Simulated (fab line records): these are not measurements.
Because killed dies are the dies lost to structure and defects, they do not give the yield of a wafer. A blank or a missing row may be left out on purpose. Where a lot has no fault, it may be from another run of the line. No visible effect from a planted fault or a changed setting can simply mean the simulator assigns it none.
Which tool did it? / flow gf180mcu / 36 wafers from 12 lots sampled at 5 of the route's 602 steps

## WHAT THE GAUGES READ, wafer by wafer
GF_DUAL_GATE_THK_MEAS_03. Usual: DUAL_GATE_OXIDATION_00_THK typically reads 10.94 nm, with standard deviation 0.2.
lot=L164; measured=day 8 06:04; on=filmMetro-01; DUAL_GATE_OXIDATION_00_THK (nm)=11.04 11.16 10.99; flag=
lot=L168; measured=day 9 10:58; on=filmMetro-01; DUAL_GATE_OXIDATION_00_THK (nm)=9.51 9.56 9.55; flag=OFF
lot=L170; measured=day 9 20:11; on=filmMetro-04; DUAL_GATE_OXIDATION_00_THK (nm)=9.31 9.38 9.24; flag=OFF
lot=L172; measured=day 10 12:34; on=filmMetro-03; DUAL_GATE_OXIDATION_00_THK (nm)=9.34 9.24 9.10; flag=OFF
lot=L175; measured=day 11 05:13; on=filmMetro-01; DUAL_GATE_OXIDATION_00_THK (nm)=11.08 11.13 10.99; flag=
lot=L177; measured=day 11 19:51; on=filmMetro-01; DUAL_GATE_OXIDATION_00_THK (nm)=10.61 10.80 10.71; flag=
lot=L180; measured=day 12 15:09; on=filmMetro-03; DUAL_GATE_OXIDATION_00_THK (nm)=11.08 11.04 10.89; flag=
lot=L181; measured=day 12 23:23; on=filmMetro-04; DUAL_GATE_OXIDATION_00_THK (nm)=10.79 10.83 10.86; flag=
lot=L182; measured=day 13 07:33; on=filmMetro-01; DUAL_GATE_OXIDATION_00_THK (nm)=10.53 10.70 10.53; flag=
lot=L183; measured=day 13 18:11; on=filmMetro-03; DUAL_GATE_OXIDATION_00_THK (nm)=10.94 11.10 10.86; flag=
lot=L184; measured=day 13 22:31; on=filmMetro-04; DUAL_GATE_OXIDATION_00_THK (nm)=11.18 11.36 11.21; flag=
lot=L185; measured=day 14 05:22; on=filmMetro-03; DUAL_GATE_OXIDATION_00_THK (nm)=11.06 11.12 10.92; flag=

GF_DUAL_GATE_OVL_MEAS_11. Usual: DUAL_GATE_OVL typically reads -0.1 nm, with standard deviation 1.4.
lot=L164; measured=day 8 22:35; on=overlay-02; DUAL_GATE_OVL (nm)=-0.2 0.1 0.0; flag=
lot=L168; measured=day 10 03:25; on=overlay-02; DUAL_GATE_OVL (nm)=1.5 0.7 0.1; flag=
lot=L170; measured=day 10 13:26; on=overlay-02; DUAL_GATE_OVL (nm)=0.0 0.3 -1.1; flag=
lot=L172; measured=day 11 06:38; on=overlay-02; DUAL_GATE_OVL (nm)=-2.1 -1.5 -2.7; flag=
lot=L175; measured=day 11 23:53; on=overlay-02; DUAL_GATE_OVL (nm)=-1.9 -2.2 -2.3; flag=
lot=L177; measured=day 12 14:31; on=overlay-01; DUAL_GATE_OVL (nm)=-1.0 -1.6 -3.1; flag=
lot=L180; measured=day 13 11:01; on=overlay-01; DUAL_GATE_OVL (nm)=-0.7 -0.8 -0.6; flag=
lot=L181; measured=day 13 19:05; on=overlay-01; DUAL_GATE_OVL (nm)=1.6 4.3 3.0; flag=
lot=L182; measured=day 14 03:17; on=overlay-02; DUAL_GATE_OVL (nm)=1.0 0.4 0.6; flag=
lot=L183; measured=day 14 14:20; on=overlay-01; DUAL_GATE_OVL (nm)=1.1 1.8 -0.2; flag=
lot=L184; measured=day 14 18:35; on=overlay-01; DUAL_GATE_OVL (nm)=0.6 0.0 0.3; flag=
lot=L185; measured=day 15 01:49; on=overlay-01; DUAL_GATE_OVL (nm)=-2.3 -0.3 -2.6; flag=

## WHICH TOOL RAN EACH LOT (tool, then ch and the chambers of the sampled wafers, then the start)
lot=L164; GF_MVPSD_STRIP_10=plasmaAsher-02 ch 0,1, day 5 12:46; GF_VT_IMPLANT_STRIP_31=plasmaAsher-04 ch 0, day 7 11:07; GF_DUAL_GATE_OXIDATION_02=furnace-01 ch 0, day 8 04:37
lot=L168; GF_MVPSD_STRIP_10=plasmaAsher-02 ch 0,1, day 6 15:08; GF_VT_IMPLANT_STRIP_31=plasmaAsher-01 ch 0,1, day 8 15:52; GF_DUAL_GATE_OXIDATION_02=furnace-01 ch 0, day 9 09:31
lot=L170; GF_MVPSD_STRIP_10=plasmaAsher-01 ch 0,1, day 6 23:28; GF_VT_IMPLANT_STRIP_31=plasmaAsher-02 ch 0,1, day 9 00:07; GF_DUAL_GATE_OXIDATION_02=furnace-01 ch 0, day 9 18:44
lot=L172; GF_MVPSD_STRIP_10=plasmaAsher-03 ch 0,1, day 7 14:50; GF_VT_IMPLANT_STRIP_31=plasmaAsher-02 ch 0,1, day 9 16:25; GF_DUAL_GATE_OXIDATION_02=furnace-01 ch 0, day 10 11:07
lot=L175; GF_MVPSD_STRIP_10=plasmaAsher-01 ch 0,1, day 8 05:31; GF_VT_IMPLANT_STRIP_31=plasmaAsher-04 ch 0,1, day 10 08:40; GF_DUAL_GATE_OXIDATION_02=furnace-02 ch 0, day 11 03:46
lot=L177; GF_MVPSD_STRIP_10=plasmaAsher-02 ch 0,1, day 8 19:05; GF_VT_IMPLANT_STRIP_31=plasmaAsher-01 ch 0,1, day 10 23:04; GF_DUAL_GATE_OXIDATION_02=furnace-02 ch 0, day 11 18:24
lot=L180; GF_MVPSD_STRIP_10=plasmaAsher-03 ch 0,1, day 9 12:16; GF_VT_IMPLANT_STRIP_31=plasmaAsher-01 ch 0,1, day 11 17:43; GF_DUAL_GATE_OXIDATION_02=furnace-02 ch 0, day 12 13:43
lot=L181; GF_MVPSD_STRIP_10=plasmaAsher-03 ch 0,1, day 9 19:22; GF_VT_IMPLANT_STRIP_31=plasmaAsher-01 ch 0,1, day 12 01:48; GF_DUAL_GATE_OXIDATION_02=furnace-02 ch 0, day 12 21:55
lot=L182; GF_MVPSD_STRIP_10=plasmaAsher-03 ch 0,1, day 9 23:37; GF_VT_IMPLANT_STRIP_31=plasmaAsher-02 ch 0,1, day 12 06:29; GF_DUAL_GATE_OXIDATION_02=furnace-02 ch 0, day 13 06:05
lot=L183; GF_MVPSD_STRIP_10=plasmaAsher-02 ch 0,1, day 10 08:29; GF_VT_IMPLANT_STRIP_31=plasmaAsher-01 ch 0,1, day 12 16:52; GF_DUAL_GATE_OXIDATION_02=furnace-01 ch 0, day 13 16:44
lot=L184; GF_MVPSD_STRIP_10=plasmaAsher-02 ch 0,1, day 10 12:49; GF_VT_IMPLANT_STRIP_31=plasmaAsher-01 ch 0,1, day 12 20:38; GF_DUAL_GATE_OXIDATION_02=furnace-01 ch 0, day 13 21:04
lot=L185; GF_MVPSD_STRIP_10=plasmaAsher-03 ch 0,1, day 10 18:53; GF_VT_IMPLANT_STRIP_31=plasmaAsher-02 ch 0,1, day 13 04:07; GF_DUAL_GATE_OXIDATION_02=furnace-01 ch 0, day 14 03:56
- GF_MVPSD_STRIP_10: strips in O2/N2.
- GF_VT_IMPLANT_STRIP_31: strips in O2/N2.
- GF_DUAL_GATE_OXIDATION_02: stabilise 600 s, purge 300 s, target thk 10.887 nm.

## WHAT THE TOOLS THEMSELVES READ (means of the sampled wafers that have a number; where no wafer has one, the mark that the record gives instead)
GF_MVPSD_STRIP_10. Usual: drypumpMotorCurrentA 5.5 A, standard deviation 0.66; heaterPowerW 321 W, standard deviation 31; oesProductAu 0.720 a.u., standard deviation 0.0046; platenTempC 249.97 C, standard deviation 0.19; stripTimeToEndpointS 36.92 s, standard deviation 0.095.
lot=L164; tool=plasmaAsher-02; drypumpMotorCurrentA (A)=6.2; heaterPowerW (W)=349; oesProductAu (a.u.)=0.719; platenTempC (C)=249.94; stripTimeToEndpointS (s)=37.01; flag=
lot=L168; tool=plasmaAsher-02; drypumpMotorCurrentA (A)=6.2; heaterPowerW (W)=350; oesProductAu (a.u.)=0.717; platenTempC (C)=249.94; stripTimeToEndpointS (s)=36.87; flag=
lot=L170; tool=plasmaAsher-01; drypumpMotorCurrentA (A)=6.0; heaterPowerW (W)=355; oesProductAu (a.u.)=0.721; platenTempC (C)=250.00; stripTimeToEndpointS (s)=36.90; flag=
lot=L172; tool=plasmaAsher-03; drypumpMotorCurrentA (A)=5.0; heaterPowerW (W)=296; oesProductAu (a.u.)=0.722; platenTempC (C)=250.09; stripTimeToEndpointS (s)=36.93; flag=
lot=L175; tool=plasmaAsher-01; drypumpMotorCurrentA (A)=6.0; heaterPowerW (W)=357; oesProductAu (a.u.)=0.720; platenTempC (C)=250.07; stripTimeToEndpointS (s)=36.91; flag=
lot=L177; tool=plasmaAsher-02; drypumpMotorCurrentA (A)=6.1; heaterPowerW (W)=332; oesProductAu (a.u.)=0.715; platenTempC (C)=249.96; stripTimeToEndpointS (s)=36.83; flag=
lot=L180; tool=plasmaAsher-03; drypumpMotorCurrentA (A)=5.0; heaterPowerW (W)=302; oesProductAu (a.u.)=0.720; platenTempC (C)=249.91; stripTimeToEndpointS (s)=36.82; flag=
lot=L181; tool=plasmaAsher-03; drypumpMotorCurrentA (A)=4.9; heaterPowerW (W)=295; oesProductAu (a.u.)=0.718; platenTempC (C)=250.07; stripTimeToEndpointS (s)=36.90; flag=
lot=L182; tool=plasmaAsher-03; drypumpMotorCurrentA (A)=5.0; heaterPowerW (W)=299; oesProductAu (a.u.)=0.719; platenTempC (C)=250.06; stripTimeToEndpointS (s)=37.09; flag=
lot=L183; tool=plasmaAsher-02; drypumpMotorCurrentA (A)=6.1; heaterPowerW (W)=336; oesProductAu (a.u.)=0.720; platenTempC (C)=249.77; stripTimeToEndpointS (s)=36.91; flag=
lot=L184; tool=plasmaAsher-02; drypumpMotorCurrentA (A)=6.0; heaterPowerW (W)=332; oesProductAu (a.u.)=0.723; platenTempC (C)=250.14; stripTimeToEndpointS (s)=36.94; flag=
lot=L185; tool=plasmaAsher-03; drypumpMotorCurrentA (A)=5.0; heaterPowerW (W)=301; oesProductAu (a.u.)=0.717; platenTempC (C)=249.78; stripTimeToEndpointS (s)=36.96; flag=

GF_VT_IMPLANT_STRIP_31. Usual: drypumpMotorCurrentA 6.0 A, standard deviation 0.54; heaterPowerW 346 W, standard deviation 24; oesProductAu 0.716 a.u., standard deviation 0.0048; platenTempC 250.00 C, standard deviation 0.19; stripTimeToEndpointS 12.63 s, standard deviation 0.034.
lot=L164; tool=plasmaAsher-04; drypumpMotorCurrentA (A)=5.4; heaterPowerW (W)=340; oesProductAu (a.u.)=0.718; platenTempC (C)=250.04; stripTimeToEndpointS (s)=12.58; flag=
lot=L168; tool=plasmaAsher-01; drypumpMotorCurrentA (A)=6.4; heaterPowerW (W)=343; oesProductAu (a.u.)=0.714; platenTempC (C)=250.10; stripTimeToEndpointS (s)=12.58; flag=
lot=L170; tool=plasmaAsher-02; drypumpMotorCurrentA (A)=6.2; heaterPowerW (W)=354; oesProductAu (a.u.)=0.716; platenTempC (C)=249.94; stripTimeToEndpointS (s)=12.64; flag=
lot=L172; tool=plasmaAsher-02; drypumpMotorCurrentA (A)=6.2; heaterPowerW (W)=352; oesProductAu (a.u.)=0.714; platenTempC (C)=250.01; stripTimeToEndpointS (s)=12.64; flag=
lot=L175; tool=plasmaAsher-04; drypumpMotorCurrentA (A)=5.2; heaterPowerW (W)=339; oesProductAu (a.u.)=0.712; platenTempC (C)=250.01; stripTimeToEndpointS (s)=12.69; flag=
lot=L177; tool=plasmaAsher-01; drypumpMotorCurrentA (A)=6.0; heaterPowerW (W)=353; oesProductAu (a.u.)=0.712; platenTempC (C)=249.91; stripTimeToEndpointS (s)=12.69; flag=
lot=L180; tool=plasmaAsher-01; drypumpMotorCurrentA (A)=6.0; heaterPowerW (W)=358; oesProductAu (a.u.)=0.714; platenTempC (C)=250.00; stripTimeToEndpointS (s)=12.60; flag=
lot=L181; tool=plasmaAsher-01; drypumpMotorCurrentA (A)=6.0; heaterPowerW (W)=359; oesProductAu (a.u.)=0.718; platenTempC (C)=249.94; stripTimeToEndpointS (s)=12.64; flag=
lot=L182; tool=plasmaAsher-02; drypumpMotorCurrentA (A)=6.1; heaterPowerW (W)=338; oesProductAu (a.u.)=0.720; platenTempC (C)=249.86; stripTimeToEndpointS (s)=12.64; flag=
lot=L183; tool=plasmaAsher-01; drypumpMotorCurrentA (A)=6.0; heaterPowerW (W)=362; oesProductAu (a.u.)=0.713; platenTempC (C)=250.12; stripTimeToEndpointS (s)=12.61; flag=
lot=L184; tool=plasmaAsher-01; drypumpMotorCurrentA (A)=6.0; heaterPowerW (W)=365; oesProductAu (a.u.)=0.717; platenTempC (C)=249.86; stripTimeToEndpointS (s)=12.60; flag=
lot=L185; tool=plasmaAsher-02; drypumpMotorCurrentA (A)=6.1; heaterPowerW (W)=342; oesProductAu (a.u.)=0.718; platenTempC (C)=250.08; stripTimeToEndpointS (s)=12.62; flag=

GF_DUAL_GATE_OXIDATION_02. Usual: spikeTcBottomC 921.9 C, standard deviation 1.7; spikeTcLowerC 899.7 C, standard deviation 1.4.
lot=L164; tool=furnace-01; spikeTcBottomC (C)=920.7; spikeTcLowerC (C)=899.3; flag=
lot=L168; tool=furnace-01; spikeTcBottomC (C)=919.9; spikeTcLowerC (C)=899.0; flag=
lot=L170; tool=furnace-01; spikeTcBottomC (C)=920.8; spikeTcLowerC (C)=899.3; flag=
lot=L172; tool=furnace-01; spikeTcBottomC (C)=921.9; spikeTcLowerC (C)=899.2; flag=
lot=L175; tool=furnace-02; spikeTcBottomC (C)=923.4; spikeTcLowerC (C)=901.0; flag=
lot=L177; tool=furnace-02; spikeTcBottomC (C)=923.0; spikeTcLowerC (C)=901.0; flag=
lot=L180; tool=furnace-02; spikeTcBottomC (C)=923.2; spikeTcLowerC (C)=900.1; flag=
lot=L181; tool=furnace-02; spikeTcBottomC (C)=923.4; spikeTcLowerC (C)=901.2; flag=
lot=L182; tool=furnace-02; spikeTcBottomC (C)=922.6; spikeTcLowerC (C)=900.2; flag=
lot=L183; tool=furnace-01; spikeTcBottomC (C)=920.1; spikeTcLowerC (C)=898.0; flag=
lot=L184; tool=furnace-01; spikeTcBottomC (C)=921.4; spikeTcLowerC (C)=897.9; flag=
lot=L185; tool=furnace-01; spikeTcBottomC (C)=920.6; spikeTcLowerC (C)=898.8; flag=

## THE ANSWER, worked out from the rows above alone
Rule: lot off if the mean of its wafers having a number is beyond 3 standard deviations from the usual mean. A lot without any number at a reading at which 4 lots or more have one is off too. All remaining lots with rows at the step are treated as sound. Order of review: gauges by route order, followed by the tools' own readings, for which a lot's mean as printed above is used. The first step at which some lot is off is used, and at that step the reading that is off furthest; a lot without a number counts as furthest.
Off: L168, L170, L172, at GF_DUAL_GATE_THK_MEAS_03 (DUAL_GATE_OXIDATION_00_THK).
A tool fits if, at a process step before that reading, it ran every lot that is off, and no sound lot after the first of them. Gauges at GF_DUAL_GATE_THK_MEAS_03: tried the same way as those tools. Not one of the candidates tried fits.

## WHAT THE SIMULATOR PUT IN
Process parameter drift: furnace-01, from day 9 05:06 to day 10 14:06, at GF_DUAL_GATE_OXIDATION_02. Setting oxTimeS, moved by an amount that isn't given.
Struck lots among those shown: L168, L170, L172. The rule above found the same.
